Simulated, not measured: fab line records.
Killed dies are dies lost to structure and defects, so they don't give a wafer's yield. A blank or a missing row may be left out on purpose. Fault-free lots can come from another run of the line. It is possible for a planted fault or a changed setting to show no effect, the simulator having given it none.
Tool commonality check ; flow sky130 ; Lots sampled 15, wafers sampled 45

WHY THIS WAS OPENED
3 of 15 lots carry a flag on the reading NWELL_2_TW at SKY_NWELL_TW_MEAS_26. Fault-free wafers read 495.7, with a standard deviation of 2.7.
Rule: a lot is flagged in two cases, either no wafer of it has a number, or all its wafers with numbers fall more than 4 standard deviations from that mean. All remaining lots are regarded as sound.

lot;measured;on;NWELL_2_TW, wafer by wafer;flag
L481;day 5 10:18;film-metro-02;493.6 494.0 492.7;
L483;day 5 21:55;film-metro-02;493.5 492.4 491.8;
L485;day 6 14:13;film-metro-02;495.0 498.0 497.9;
L487;day 6 22:49;film-metro-04;493.4 496.8 498.4;
L488;day 7 05:22;film-metro-01;30.2 30.1 30.3;FLAGGED
L489;day 7 15:17;film-metro-02;30.0 30.0 30.0;FLAGGED
L490;day 7 17:58;film-metro-02;29.9 29.9 29.9;FLAGGED
L491;day 7 22:09;film-metro-04;499.8 497.0 500.1;
L496;day 9 11:10;film-metro-02;490.8 493.5 491.3;
L498;day 10 04:58;film-metro-02;498.5 493.4 493.4;
L497;day 10 06:00;film-metro-01;496.1 498.4 496.6;
L501;day 10 15:09;film-metro-04;497.0 496.3 494.6;
L500;day 10 15:28;film-metro-02;492.7 494.7 493.0;
L502;day 11 00:07;film-metro-04;500.7 500.6 501.1;
L503;day 11 07:01;film-metro-02;494.1 488.9 490.7;
Averaged over the flagged lots the numbers come to 30.0, -465.7 from the usual (-99 or more standard deviations).

TOOL THAT RAN EACH LOT
The record holds 3 process steps before the reading, out of a route of 708 steps. Each cell gives the tool, then ch followed by the chambers the sampled wafers passed through, then the start.
lot;flag;SKY_FIELD_ISO_ETCH_14;SKY_NWELL_STRIP_14;SKY_NWELL_STRIP_25
L481;;rie-diel-02 ch 0,1,2, day 2 09:47;plasma-asher-04 ch 0,1, day 4 16:57;plasma-asher-03 ch 0,1, day 5 10:12
L483;;rie-diel-04 ch 1,2,3, day 2 19:35;plasma-asher-02 ch 0,1, day 5 03:39;plasma-asher-04 ch 0, day 5 21:48
L485;;rie-diel-03 ch 0,1,2, day 3 08:14;plasma-asher-02 ch 0,1, day 5 19:21;plasma-asher-03 ch 0,1, day 6 14:06
L487;;rie-diel-04 ch 0,1,3, day 3 17:10;plasma-asher-03 ch 0,1, day 6 04:24;plasma-asher-03 ch 0,1, day 6 22:42
L488;FLAGGED;rie-diel-04 ch 0,1,3, day 3 21:22;plasma-asher-03 ch 0,1, day 6 10:41;plasma-asher-04 ch 0,1, day 7 05:16
L489;FLAGGED;rie-diel-02 ch 0,3, day 4 02:55;plasma-asher-02 ch 0,1, day 6 18:50;plasma-asher-03 ch 0,1, day 7 15:11
L490;FLAGGED;rie-diel-03 ch 0,1,2, day 4 08:34;plasma-asher-04 ch 0,1, day 6 22:16;plasma-asher-02 ch 0,1, day 7 17:52
L491;;rie-diel-04 ch 0,3, day 4 13:14;plasma-asher-04 ch 1, day 7 01:33;plasma-asher-04 ch 0,1, day 7 22:03
L496;;rie-diel-02 ch 0,2,3, day 5 15:35;plasma-asher-02 ch 0,1, day 8 13:56;plasma-asher-02 ch 0,1, day 9 11:05
L498;;rie-diel-04 ch 0,1,3, day 6 02:46;plasma-asher-04 ch 0,1, day 9 07:21;plasma-asher-03 ch 0, day 10 04:51
L497;;rie-diel-03 ch 0,1,2, day 5 23:23;plasma-asher-03 ch 0,1, day 9 07:47;plasma-asher-02 ch 0,1, day 10 05:54
L501;;rie-diel-03 ch 0,3, day 6 16:58;plasma-asher-04 ch 0,1, day 9 16:53;plasma-asher-02 ch 0,1, day 10 15:02
L500;;rie-diel-04 ch 1,2,3, day 6 14:23;plasma-asher-03 ch 0, day 9 17:24;plasma-asher-04 ch 1, day 10 15:21
L502;;rie-diel-03 ch 0,1,2, day 7 03:17;plasma-asher-03 ch 0,1, day 10 01:33;plasma-asher-04 ch 1, day 10 23:57
L503;;rie-diel-03 ch 0,1,3, day 7 10:53;plasma-asher-02 ch 0,1, day 10 08:21;plasma-asher-03 ch 0,1, day 11 06:54
What the steps here do:
- SKY_FIELD_ISO_ETCH_14: etches BARC in N2/H2, stops on SiO2, time 45.9 s, target depth 60 nm.
- SKY_NWELL_STRIP_14: strips in O2/N2.
- SKY_NWELL_STRIP_25: strips in O2/N2.
- SKY_NWELL_TW_MEAS_26

FLAGGED OVER TOTAL, TOOL BY TOOL (the gauges that took the reading come last)
step;tool;lots run;flagged;share of the flagged lots;sound lots run after its first flagged lot
SKY_FIELD_ISO_ETCH_14;rie-diel-02;3;1;some;1 (L496)
SKY_FIELD_ISO_ETCH_14;rie-diel-03;6;1;some;4 (L497,L501,L502,L503)
SKY_FIELD_ISO_ETCH_14;rie-diel-04;6;1;some;3 (L491,L498,L500)
SKY_NWELL_STRIP_14;plasma-asher-02;5;1;some;2 (L496,L503)
SKY_NWELL_STRIP_14;plasma-asher-03;5;1;some;3 (L497,L500,L502)
SKY_NWELL_STRIP_14;plasma-asher-04;5;1;some;3 (L491,L498,L501)
SKY_NWELL_STRIP_25;plasma-asher-02;4;1;some;3 (L496,L497,L501)
SKY_NWELL_STRIP_25;plasma-asher-03;6;1;some;2 (L498,L503)
SKY_NWELL_STRIP_25;plasma-asher-04;5;1;some;3 (L491,L500,L502)
SKY_NWELL_TW_MEAS_26;film-metro-01;2;1;some;1 (L497)
SKY_NWELL_TW_MEAS_26;film-metro-02;9;2;some;4 (L496,L498,L500,L503)
SKY_NWELL_TW_MEAS_26;film-metro-04;4;0;none;-

WHAT THE TABLE ALLOWS
No row of the table ran every flagged lot.

WHAT THE SIMULATOR PUT IN
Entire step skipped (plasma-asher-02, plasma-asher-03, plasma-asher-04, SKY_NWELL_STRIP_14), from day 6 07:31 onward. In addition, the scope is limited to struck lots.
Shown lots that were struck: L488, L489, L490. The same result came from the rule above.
